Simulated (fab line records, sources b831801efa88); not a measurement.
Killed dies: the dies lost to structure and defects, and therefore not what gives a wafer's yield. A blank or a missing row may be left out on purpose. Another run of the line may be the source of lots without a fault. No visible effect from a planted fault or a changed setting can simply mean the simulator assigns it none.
Which tool did it? | flow sfq line | 42 wafers from 14 lots sampled at 3 of the route's 325 steps

== WHAT EACH GAUGE READ, for each wafer ==
SFQ_I2_OVL_MEAS_918.
lot  | measured     | on         | I2_OVL (nm)
L795 | day 23 22:06 | overlay-02 | 5 3 6
L796 | day 24 16:06 | overlay-02 | 4 3 4
L799 | day 25 20:00 | overlay-02 | -16 -11 -6
L802 | day 37 22:35 | overlay-02 | -6 -4 -4
L803 | day 38 04:34 | overlay-02 | 0 -6 -1
L805 | day 39 09:29 | overlay-01 | -4 -4 -11
L807 | day 40 01:05 | overlay-02 | 3 0 -7
L809 | day 41 00:02 | overlay-01 | 1 -6 0
L811 | day 42 01:08 | overlay-02 | -5 -6 -8
L814 | day 42 16:44 | overlay-01 | -3 -1 4
L815 | day 43 03:32 | overlay-01 | -8 0 0
L816 | day 43 21:40 | overlay-02 | -2 1 2
L817 | day 44 09:40 | overlay-01 | -10 -6 -8
L818 | day 44 12:04 | overlay-01 | -3 1 -2

== WHICH TOOL RAN EACH LOT (tool, then ch and the chambers of the sampled wafers, then the start) ==
lot  | SFQ_TRILAYER_I0_CMP_CMP_028   | SFQ_TRILAYER_M2_BARC_OPEN_METAL_ETCH_077
L795 | cmp-01 ch 1,2, day 11 08:32   | rie metal-04 ch 0,1, day 22 11:20
L796 | cmp-02 ch 0,1,2, day 11 11:00 | rie metal-04 ch 1, day 23 06:32
L799 | cmp-02 ch 1,2, day 12 09:50   | rie metal-04 ch 0,1, day 24 08:58
L802 | cmp-02 ch 0,2, day 13 15:50   | rie metal-03 ch 0,1, day 31 11:45
L803 | cmp-01 ch 0,2, day 13 21:35   | rie metal-02 ch 0,1, day 31 21:21
L805 | cmp-02 ch 0,2,3, day 14 10:05 | rie metal-04 ch 0, day 33 03:22
L807 | cmp-02 ch 2,3, day 14 21:35   | rie metal-03 ch 0,1, day 33 15:22
L809 | cmp-01 ch 0,1, day 15 11:53   | rie metal-04 ch 0,1, day 34 11:15
L811 | cmp-01 ch 0,1, day 16 05:26   | rie metal-04 ch 0,1, day 35 11:35
L814 | cmp-02 ch 0,2,3, day 17 05:41 | rie metal-02 ch 1, day 36 03:26
L815 | cmp-01 ch 0,1,2, day 17 11:35 | rie metal-03 ch 0,1, day 36 12:25
L816 | cmp-02 ch 0,2,3, day 18 06:22 | rie metal-04 ch 1, day 37 05:35
L817 | cmp-02 ch 0,1,3, day 18 17:35 | rie metal-02 ch 0,1, day 37 14:08
L818 | cmp-01 ch 0,2,3, day 18 21:58 | rie metal-04 ch 0,1, day 37 18:59
- SFQ_TRILAYER_I0_CMP_CMP_028: polishes SiO2.
- SFQ_TRILAYER_M2_BARC_OPEN_METAL_ETCH_077: etches BARC in O2, target depth 125 nm, time 41.7 s.

== WHAT THE TOOLS THEMSELVES READ (means of the sampled wafers that have a number; where no wafer has one, the mark that the record gives instead) ==
SFQ_TRILAYER_I0_CMP_CMP_028.
lot  | tool   | motor current A (A) | time to endpoint s (s)
L795 | cmp-01 | 11.0                | 210
L796 | cmp-02 | 9.5                 | 221
L799 | cmp-02 | 9.3                 | 224
L802 | cmp-02 | 9.9                 | 214
L803 | cmp-01 | 10.1                | 201
L805 | cmp-02 | 9.9                 | 181
L807 | cmp-02 | 10.3                | 155
L809 | cmp-01 | 11.6                | 214
L811 | cmp-01 | 11.5                | 213
L814 | cmp-02 | 9.9                 | 215
L815 | cmp-01 | 10.7                | 212
L816 | cmp-02 | 9.9                 | 212
L817 | cmp-02 | 9.4                 | 222
L818 | cmp-01 | 9.5                 | 212

SFQ_TRILAYER_M2_BARC_OPEN_METAL_ETCH_077.
lot  | tool         | drypump motor current A (A) | oes product au (a.u.)
L795 | rie metal-04 | 5.8                         | 0.686
L796 | rie metal-04 | 5.0                         | 0.680
L799 | rie metal-04 | 5.8                         | 0.690
L802 | rie metal-03 | 6.4                         | 0.688
L803 | rie metal-02 | 5.2                         | 0.682
L805 | rie metal-04 | 6.2                         | 0.690
L807 | rie metal-03 | 6.4                         | 0.688
L809 | rie metal-04 | 5.8                         | 0.685
L811 | rie metal-04 | 5.4                         | 0.688
L814 | rie metal-02 | 6.0                         | 0.681
L815 | rie metal-03 | 6.4                         | 0.685
L816 | rie metal-04 | 5.0                         | 0.684
L817 | rie metal-02 | 5.6                         | 0.679
L818 | rie metal-04 | 5.4                         | 0.681

== THE ANSWER, worked out from the rows above alone ==
Rule: what is usual is taken from the lots themselves. Put in order of their means at a reading, lots are off if they are a third of the lots or fewer, leave a main group of 4 or more, and stand apart from it by a gap of 3 or more times the standard deviation of the main group's means; of several such gaps the widest counts. The tables above print the reading to a certain number of digits; a main group whose means all agree to those digits is not used. Also off: a lot with no number at a reading for which 4 or more lots have one. Where the step has rows for the other lots, those lots are counted as sound. After the gauges, taken in route order, come the tools' own readings; for these a lot's mean is taken, as printed above. The first step at which some lot is off is used, and at that step the reading that is off furthest; a lot without a number counts as furthest.
Off at SFQ_TRILAYER_I0_CMP_CMP_028 (time to endpoint s): L805, L807. Mean 214 s and standard deviation 5.9 in the main group.
If a tool, at that step or one of the process steps before it, ran each lot that is off and ran no sound lot following the first of them, it fits. None of those tried fits.

== WHAT THE SIMULATOR HAD INSERTED ==
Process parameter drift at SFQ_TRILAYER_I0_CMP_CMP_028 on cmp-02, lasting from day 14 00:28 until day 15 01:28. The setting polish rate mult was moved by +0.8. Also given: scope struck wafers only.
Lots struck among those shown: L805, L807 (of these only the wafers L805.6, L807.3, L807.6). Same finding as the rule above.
